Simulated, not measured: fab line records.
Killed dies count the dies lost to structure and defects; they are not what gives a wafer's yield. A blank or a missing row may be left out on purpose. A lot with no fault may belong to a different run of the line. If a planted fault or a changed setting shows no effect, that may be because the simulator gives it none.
fab line records | flow sky130
record: lots: 12 | wafers: 36 | last-day: 50
route steps=708 shown METAL3@535 CAPM@549 CAP2M@619 METAL4@635 PAD_OPEN@708
lots untouched by any fault: they come from a run of this same line in which no faults occurred
start-h: hours from the record's opening day to when the first of the lot's shown wafers began | wait-h: how many hours have passed since the lot's step before this one | " the same as in the row above | L1.1+2: one row covering several wafers at once | - value missing, or start not given | * or withheld: withheld | < > ~ a bound
route shown NAME@n: a module of which the file shows steps, and the number in the route of the first | usual: mean/standard deviation of fault-free wafers | same: alike in all rows | chamber/n: place in a boat | sites: each site's reading | _std_site: the values' standard deviation | _edge_site: the outer-site mean with the inner-site mean subtracted | radius-mm: how far each site lies from the wafer's centre | mask NAME#n: copy n | behind: the most recent tool/chamber to have shaped the wafer | hold: why the lot was held/for how many hours/how that ended | device: the transistor (n, p or np) that didn't switch | end of line: the tests these same wafers got at the end of their route | a step without rows: its recipe alone | killed: dies that structure and defects cost at the first sort, which is not the same as the wafer's yield | map: a wafer's dies, x killed, . not, _ none there
set.NAME: the setting that was run; set.NAME@STEP: the one run at that earlier step | model.NAME: the simulator's own value behind a step, which no gauge read
the route's steps for a sample of lots (tables are steps, rows are wafers)
services: the hour from which a tool's chamber was out of use, counted from the record's first day as start-h (under 0 if before that day), plus the number of hours and why
== steps ==
step: SKY_METAL3_SPUTTER_03
recipe: material: Ti | target-thk-nm: 5 | power-w: 3000 | time-s: 3.3 | chamber-pressure-pa: 0.4
usual: chamber-pressure-pa: 0.4000/0.00079 | throttle-valve-pct: 29.2/1.2
lot.wafer | tool           | chamber | start-h | wait-h | chamber-pressure-pa | throttle-valve-pct
L243.1    | pvd-sputter-03 | -       | 862.79  | 0.0    | 0.4001              | 28.8
L243.4    | "              | -       | "       | "      | 0.3995              | 30.7
L243.5    | "              | -       | "       | "      | 0.4008              | 30.7
L245.2    | pvd-sputter-03 | -       | 871.61  | 0.0    | 0.4007              | 28.0
L245.3    | "              | -       | "       | "      | 0.3999              | 29.5
L245.6    | "              | -       | "       | "      | 0.4010              | 29.5
L246.3    | pvd-sputter-02 | -       | 875.61  | 0.0    | 0.3996              | 29.2
L246.4    | "              | -       | "       | "      | 0.4016              | 26.8
L246.5    | "              | -       | "       | "      | 0.3984              | 29.3
L247.1    | pvd-sputter-01 | -       | 884.85  | 0.0    | 0.4006              | 29.0
L247.3    | "              | -       | "       | "      | 0.4007              | 28.2
L247.5    | "              | -       | "       | "      | 0.3996              | 28.2
L248.2    | pvd-sputter-02 | -       | 897.66  | 0.0    | 0.4007              | 29.6
L248.5    | "              | -       | "       | "      | 0.3994              | 29.1
L248.6    | "              | -       | "       | "      | 0.4007              | 30.3
L249.1    | pvd-sputter-03 | -       | 908.57  | 0.0    | 0.4001              | 30.6
L249.2    | "              | -       | "       | "      | 0.4008              | 29.7
L249.5    | "              | -       | "       | "      | 0.4008              | 29.3
L252.1    | pvd-sputter-02 | -       | 928.61  | 0.0    | 0.4002              | 29.3
L252.2    | "              | -       | "       | "      | 0.4004              | 30.5
L252.6    | "              | -       | "       | "      | 0.4013              | 31.5
L258.1    | pvd-sputter-03 | -       | 970.65  | 0.0    | 0.3994              | 30.6
L258.2    | "              | -       | "       | "      | 0.3993              | 28.4
L258.6    | "              | -       | "       | "      | 0.4006              | 29.2
L259.1    | pvd-sputter-02 | -       | 974.37  | 0.0    | 0.4003              | 29.0
L259.5    | "              | -       | "       | "      | 0.3991              | 30.5
L259.6    | "              | -       | "       | "      | 0.4002              | 31.3
L262.2    | pvd-sputter-01 | -       | 989.89  | 0.0    | 0.4004              | 29.8
L262.3    | "              | -       | "       | "      | 0.3999              | 28.2
L262.5    | "              | -       | "       | "      | 0.4000              | 29.3
L264.1    | pvd-sputter-01 | -       | 1006.70 | 0.0    | 0.4007              | 29.1
L264.3    | "              | -       | "       | "      | 0.4000              | 28.2
L264.4    | "              | -       | "       | "      | 0.3999              | 29.9
L265.1    | pvd-sputter-01 | -       | 1010.08 | 0.0    | 0.3989              | 28.0
L265.2    | "              | -       | "       | "      | 0.3986              | 28.5
L265.4    | "              | -       | "       | "      | 0.3995              | 29.4
step: SKY_CAPM_OVL_MEAS_12
usual: CAPM_OVL: 1.1/1.2
lot.wafer | tool       | chamber | start-h | wait-h | CAPM_OVL[nm]
L243.1    | overlay-02 | -       | 887.93  | 0.1    | 1.2
L243.4    | "          | -       | "       | "      | 2.9
L243.5    | "          | -       | "       | "      | -0.2
L245.2    | overlay-01 | -       | 895.89  | 0.1    | 0.6
L245.3    | "          | -       | "       | "      | -0.2
L245.6    | "          | -       | "       | "      | -0.7
L246.3    | overlay-01 | -       | 900.24  | 0.1    | 1.4
L246.4    | "          | -       | "       | "      | 3.2
L246.5    | "          | -       | "       | "      | 0.6
L247.1    | overlay-02 | -       | 909.90  | 0.1    | -0.5
L247.3    | "          | -       | "       | "      | 0.3
L247.5    | "          | -       | "       | "      | -0.1
L248.2    | overlay-02 | -       | 921.90  | 0.1    | 1.9
L248.5    | "          | -       | "       | "      | 0.9
L248.6    | "          | -       | "       | "      | 0.5
L249.1    | overlay-01 | -       | 932.75  | 0.1    | 2.1
L249.2    | "          | -       | "       | "      | 4.1
L249.5    | "          | -       | "       | "      | 3.9
L252.1    | overlay-02 | -       | 951.88  | 0.1    | 3.1
L252.2    | "          | -       | "       | "      | 2.1
L252.6    | "          | -       | "       | "      | 2.0
L258.1    | overlay-01 | -       | 999.38  | 0.1    | 0.6
L258.2    | "          | -       | "       | "      | -0.1
L258.6    | "          | -       | "       | "      | 1.9
L259.1    | overlay-02 | -       | 1000.58 | 0.1    | -0.4
L259.5    | "          | -       | "       | "      | -1.2
L259.6    | "          | -       | "       | "      | -0.6
L262.2    | overlay-01 | -       | 1011.16 | 0.1    | 2.4
L262.3    | "          | -       | "       | "      | 1.5
L262.5    | "          | -       | "       | "      | 1.0
L264.1    | overlay-01 | -       | 1028.75 | 0.1    | 1.4
L264.3    | "          | -       | "       | "      | 2.0
L264.4    | "          | -       | "       | "      | 0.7
L265.1    | overlay-01 | -       | 1032.73 | 0.1    | -0.8
L265.2    | "          | -       | "       | "      | -0.3
L265.4    | "          | -       | "       | "      | 0.2
step: SKY_CAP2M_CLEAN_16
recipe: chemistry: IPA | time-s: 180 | temp-c: 25
lot.wafer  | tool         | chamber | start-h | wait-h
L243.1+4+5 | wet-bench-03 | 1       | 964.20  | 0.0
L245.2+3+6 | wet-bench-04 | 3       | 971.69  | 0.0
L246.3+4+5 | wet-bench-04 | 1       | 975.85  | 0.0
L247.1+3+5 | wet-bench-03 | 0       | 987.20  | 0.0
L248.2+5+6 | wet-bench-04 | 3       | 1000.72 | 0.0
L249.1+2+5 | wet-bench-01 | 0       | 1005.30 | 0.0
L252.1+2+6 | wet-bench-03 | 1       | 1025.65 | 0.0
L258.1+2+6 | wet-bench-01 | 0       | 1072.61 | 0.0
L259.1+5+6 | wet-bench-04 | 1       | 1074.02 | 0.0
L262.2+3+5 | wet-bench-01 | 3       | 1084.81 | 0.0
L264.1+3+4 | wet-bench-03 | 1       | 1100.45 | 0.0
L265.1+2+4 | wet-bench-03 | 3       | 1103.41 | 0.0
step: SKY_METAL4_STRIP_19
recipe: chemistry: O2/N2 | power-w: 1400 | pressure-mtorr: 1500 | platen-temp-c: withheld | o2-flow-sccm: 3000 | n2-flow-sccm: 300 | overash-fraction: 0.5
usual: drypump-motor-current-A: 5.5/0.39 | oes-product-au: 0.501/0.0053 | strip-time-to-endpoint-s: 6.53/0.086
lot.wafer | tool            | chamber | start-h | wait-h | drypump-motor-current-A | oes-product-au | rf-hours-counter-h | strip-time-to-endpoint-s
L243.1    | plasma-asher-02 | 1       | 988.49  | 0.1    | 5.8                     | 0.501          | 115                | 6.62
L243.4    | "               | 1       | "       | "      | 5.8                     | 0.499          | -                  | 6.56
L243.5    | "               | 0       | "       | "      | 6.1                     | 0.506          | -                  | 6.60
L245.2    | plasma-asher-01 | 1       | 996.39  | 0.2    | 4.7                     | 0.516          | 26                 | 6.63
L245.3    | "               | 0       | "       | "      | 5.8                     | 0.509          | -                  | 6.71
L245.6    | "               | 0       | "       | "      | 5.8                     | 0.504          | -                  | 6.70
L246.3    | plasma-asher-01 | 0       | 999.08  | 0.2    | 5.8                     | 0.509          | -                  | 6.66
L246.4    | "               | 1       | "       | "      | 4.8                     | 0.504          | -                  | 6.69
L246.5    | "               | 0       | "       | "      | 5.8                     | 0.504          | -                  | 6.61
L247.1    | plasma-asher-04 | 0       | 1008.82 | 0.1    | 5.5                     | 0.502          | 88                 | 6.42
L247.3    | "               | 1       | "       | "      | 5.4                     | 0.501          | -                  | 6.46
L247.5    | "               | 1       | "       | "      | 5.3                     | 0.498          | -                  | 6.37
L248.2    | plasma-asher-04 | 0       | 1024.12 | 0.1    | 5.5                     | 0.508          | 89                 | 6.63
L248.5    | "               | 0       | "       | "      | 5.6                     | 0.498          | -                  | 6.48
L248.6    | "               | 1       | "       | "      | 5.3                     | 0.502          | -                  | 6.53
L249.1    | plasma-asher-04 | 0       | 1028.27 | 0.1    | 5.6                     | 0.503          | 90                 | 6.52
L249.2    | "               | 1       | "       | "      | 5.4                     | 0.492          | 90                 | 6.45
L249.5    | "               | 1       | "       | "      | 5.4                     | 0.495          | -                  | 6.54
L252.1    | plasma-asher-04 | 0       | 1048.88 | 0.1    | 5.5                     | 0.506          | 92                 | 6.60
L252.2    | "               | 1       | "       | "      | 5.3                     | 0.501          | 92                 | 6.45
L252.6    | "               | 1       | "       | "      | 5.3                     | 0.495          | -                  | 6.45
L258.1    | plasma-asher-01 | 1       | 1095.47 | 0.1    | 4.7                     | 0.499          | 35                 | 6.37
L258.2    | "               | 0       | "       | "      | 5.9                     | 0.504          | 35                 | 6.65
L258.6    | "               | 0       | "       | "      | 5.8                     | 0.498          | -                  | 6.61
L259.1    | plasma-asher-01 | 0       | 1096.77 | 0.1    | 5.8                     | 0.501          | 35                 | 6.53
L259.5    | "               | 1       | "       | "      | 4.7                     | 0.507          | -                  | 6.57
L259.6    | "               | 0       | "       | "      | 5.8                     | 0.503          | -                  | 6.55
L262.2    | plasma-asher-04 | 0       | 1105.02 | 0.1    | 5.5                     | 0.505          | 98                 | 6.59
L262.3    | "               | 1       | "       | "      | 5.3                     | 0.503          | -                  | 6.46
L262.5    | "               | 0       | "       | "      | 5.5                     | 0.499          | -                  | 6.43
L264.1    | plasma-asher-04 | 1       | 1120.32 | 0.1    | 5.3                     | 0.497          | 99                 | 6.51
L264.3    | "               | 1       | "       | "      | 5.3                     | 0.500          | -                  | 6.59
L264.4    | "               | 0       | "       | "      | 5.5                     | 0.497          | -                  | 6.49
L265.1    | plasma-asher-04 | 0       | 1123.32 | 0.1    | 5.6                     | 0.505          | 100                | 6.52
L265.2    | "               | 1       | "       | "      | 5.3                     | 0.500          | 100                | 6.54
L265.4    | "               | 1       | "       | "      | 5.4                     | 0.505          | -                  | 6.51
step: SKY_PAD_OPEN_PROBE_99
usual: defect-limited-yield: 82.5/1.9 | killed_at_M0_to_M3: 43/7.2 | killed_at_M4_up: 3.1/1.8 | killed-at-contacts: 24/5.4 | killed-at-front-end: 15/4.4 | killed-at-other: 0.4/0.56 | killed-dies: 86/9.3 | killed-open: 47/6.9 | killed-short: 39/6.6 | sort_bin_3_pad_short: 0.9/0.43 | sort_bin_5_function: 10.4/1.5 | sort_bin_6_memory: 6.2/1.1 | sort-n-pass: 406/9.3 | sort-yield-pct: 82.5/1.9
same: gross-dies: 492 | killed-at-back-side: 0 | sort_bin_4_leakage[%]: 0 | sort_bin_8_speed[%]: 0
lot.wafer | tool      | chamber | start-h | wait-h | defect-limited-yield[%] | killed_at_M0_to_M3 | killed_at_M4_up | killed-at-contacts | killed-at-front-end | killed-at-other | killed-dies | killed-open | killed-short | sort_bin_3_pad_short[%] | sort_bin_5_function[%] | sort_bin_6_memory[%] | sort-n-pass | sort-yield-pct[%]
L248.2    | prober-01 | -       | 1118.11 | 0.1    | 70.9                    | 43                 | 2               | 23                 | 10                  | 65              | 143         | 43          | 36           | 3.5                     | 17.7                   | 7.9                  | 349         | 70.9
L248.5    | prober-01 | -       | 1118.26 | 0.2    | 71.5                    | 38                 | 1               | 20                 | 16                  | 65              | 140         | 42          | 33           | 4.5                     | 18.9                   | 5.1                  | 352         | 71.5
L248.6    | prober-01 | -       | 1118.31 | 0.2    | 71.7                    | 32                 | 6               | 23                 | 13                  | 65              | 139         | 52          | 22           | 4.5                     | 17.5                   | 6.3                  | 353         | 71.7
L249.1    | prober-02 | -       | 1121.07 | 0.1    | 81.7                    | 39                 | 5               | 25                 | 21                  | 0               | 90          | 51          | 39           | 1.4                     | 10.8                   | 6.1                  | 402         | 81.7
L249.2    | prober-02 | -       | 1121.12 | 0.1    | 78.7                    | 48                 | 6               | 26                 | 25                  | 0               | 105         | 57          | 48           | 0.8                     | 12.2                   | 8.3                  | 387         | 78.7
L249.5    | prober-02 | -       | 1121.27 | 0.2    | 81.5                    | 46                 | 1               | 24                 | 20                  | 0               | 91          | 52          | 39           | 1.0                     | 10.6                   | 6.9                  | 401         | 81.5
L258.1    | prober-01 | -       | 1178.15 | 0.1    | 80.9                    | 37                 | 2               | 31                 | 24                  | 0               | 94          | 51          | 42           | 1.2                     | 11.8                   | 6.1                  | 398         | 80.9
L258.2    | prober-01 | -       | 1178.20 | 0.1    | 82.9                    | 45                 | 3               | 25                 | 9                   | 2               | 84          | 41          | 43           | 1.0                     | 9.6                    | 6.5                  | 408         | 82.9
L258.6    | prober-01 | -       | 1178.40 | 0.2    | 79.9                    | 52                 | 5               | 25                 | 17                  | 0               | 99          | 55          | 44           | 0.2                     | 14.2                   | 5.7                  | 393         | 79.9
killed by level:class
L248.2 CAP2M:unspecified=64 VIA1:geometric-particle:open=11 CONTACT:geometric-particle:open=8 METAL1:geometric-particle:short=6 VIA3:geometric-particle:short=5 LI_CONTACT:geometric-particle:open=5 LOCAL_INTERCONNECT:geometric-particle:short=5 VIA2:geometric-particle:open=5
L248.5 CAP2M:unspecified=65 LI_CONTACT:geometric-particle:open=8 VIA1:geometric-particle:open=6 FIELD_ISO:geometric-particle:open=5 METAL2:geometric-particle:short=5 VIA2:geometric-particle:open=5 VIA3:geometric-particle:open=5 METAL1:geometric-particle:short=4
L248.6 CAP2M:unspecified=65 CONTACT:geometric-particle:open=11 VIA1:geometric-particle:open=11 LI_CONTACT:geometric-particle:open=9 VIA3:geometric-particle:open=5 FIELD_ISO:geometric-particle:open=4 METAL2:geometric-particle:short=4 VIA3:geometric-particle:short=4
L249.1 VIA1:geometric-particle:open=11 LI_CONTACT:geometric-particle:open=10 POLY_GATE:geometric-particle:short=7 CONTACT:geometric-particle:open=7 VIA3:geometric-particle:open=5 METAL2:geometric-particle:short=4 POLY_GATE:geometric-particle:open=4 METAL3:geometric-particle:short=4
L249.2 VIA1:geometric-particle:open=18 VIA1:geometric-particle:short=12 LI_CONTACT:geometric-particle:open=9 POLY_GATE:geometric-particle:open=8 CONTACT:geometric-particle:open=7 METAL4:geometric-particle:short=6 FIELD_ISO:geometric-particle:open=5 POLY_GATE:geometric-particle:short=5
L249.5 VIA1:geometric-particle:open=12 CONTACT:geometric-particle:open=9 VIA1:geometric-particle:short=8 VIA2:geometric-particle:open=6 CONTACT:geometric-particle:short=6 VIA3:geometric-particle:open=6 POLY_GATE:geometric-particle:open=5 FIELD_ISO:geometric-particle:short=4
L258.1 CONTACT:geometric-particle:open=10 VIA1:geometric-particle:open=10 LI_CONTACT:geometric-particle:open=7 VIA3:geometric-particle:open=7 FIELD_ISO:geometric-particle:short=6 CONTACT:geometric-particle:short=6 VIA2:geometric-particle:open=5 POLY_GATE:geometric-particle:short=4
L258.2 VIA1:geometric-particle:open=14 CONTACT:geometric-particle:open=8 LOCAL_INTERCONNECT:geometric-particle:short=6 VIA3:geometric-particle:short=6 CONTACT:geometric-particle:short=5 METAL1:geometric-particle:short=5 LI_CONTACT:geometric-particle:open=4 METAL2:geometric-particle:short=4
L258.6 CONTACT:geometric-particle:open=13 VIA1:geometric-particle:open=12 VIA3:geometric-particle:open=9 FIELD_ISO:geometric-particle:open=8 METAL1:geometric-particle:short=7 METAL2:geometric-particle:short=6 CONTACT:geometric-particle:short=6 VIA1:geometric-particle:short=6
== services ==
tool            | chamber | start-h | hours | kind
pvd-sputter-03  | -       | 851.53  | 0.9   | repair
pvd-sputter-03  | 1       | 862.86  | -     | consumable-replace:kit
pvd-sputter-03  | 1       | 862.86  | 18.0  | scheduled-down
pvd-sputter-03  | 1       | 862.86  | 18.0  | vent-cycle
pvd-sputter-02  | -       | 880.29  | 3.3   | repair
pvd-sputter-01  | 1       | 894.15  | -     | consumable-replace:kit
pvd-sputter-01  | 1       | 894.15  | 18.0  | scheduled-down
pvd-sputter-01  | 1       | 894.15  | 18.0  | vent-cycle
plasma-asher-02 | -       | 898.63  | 15.6  | pm
pvd-sputter-02  | 1       | 937.88  | -     | consumable-replace:kit
pvd-sputter-02  | 1       | 937.88  | 18.0  | scheduled-down
pvd-sputter-02  | 1       | 937.88  | 18.0  | vent-cycle
plasma-asher-02 | -       | 949.01  | 1.6   | repair
wet-bench-04    | -       | 955.08  | 1.3   | repair
plasma-asher-01 | -       | 966.57  | 1.1   | repair
pvd-sputter-03  | -       | 1003.82 | 0.9   | repair
pvd-sputter-03  | 0       | 1013.10 | -     | consumable-replace:kit
pvd-sputter-03  | 0       | 1013.10 | 18.0  | scheduled-down
pvd-sputter-03  | 0       | 1013.10 | 18.0  | vent-cycle
plasma-asher-01 | -       | 1032.49 | 3.0   | repair
plasma-asher-01 | -       | 1047.44 | 3.0   | repair
plasma-asher-02 | -       | 1055.25 | 9.0   | pm
pvd-sputter-01  | -       | 1081.02 | 11.1  | repair
plasma-asher-01 | -       | 1100.29 | 14.6  | pm
== key ==
first-sign: step: SKY_PAD_OPEN_PROBE_99 | reading: killed-at-other | direction: up | sigmas: 65 | usual: 0.4 | struck: 65
effect: step: SKY_PAD_OPEN_PROBE_99 | reading: sort_bin_3_pad_short | direction: up | sigmas: 7.6 | usual: 0.9 | struck: 4.1
met-at SKY_CAP2M_CLEAN_16
struck-lots L248
struck-wafers L248.2,L248.5,L248.6
not-acting-at SKY_METAL3_SPUTTER_03,SKY_CAPM_OVL_MEAS_12,SKY_METAL4_STRIP_19
onset-between 971.69 1000.72
fault: kind: chamber-particle-source | tool: wet-bench-04 | chamber: 3 | onset-h: 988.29 | steps: SKY_CAP2M_CLEAN_16 | rate-per-visit-cm2: 1.7697 | end-h: 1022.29
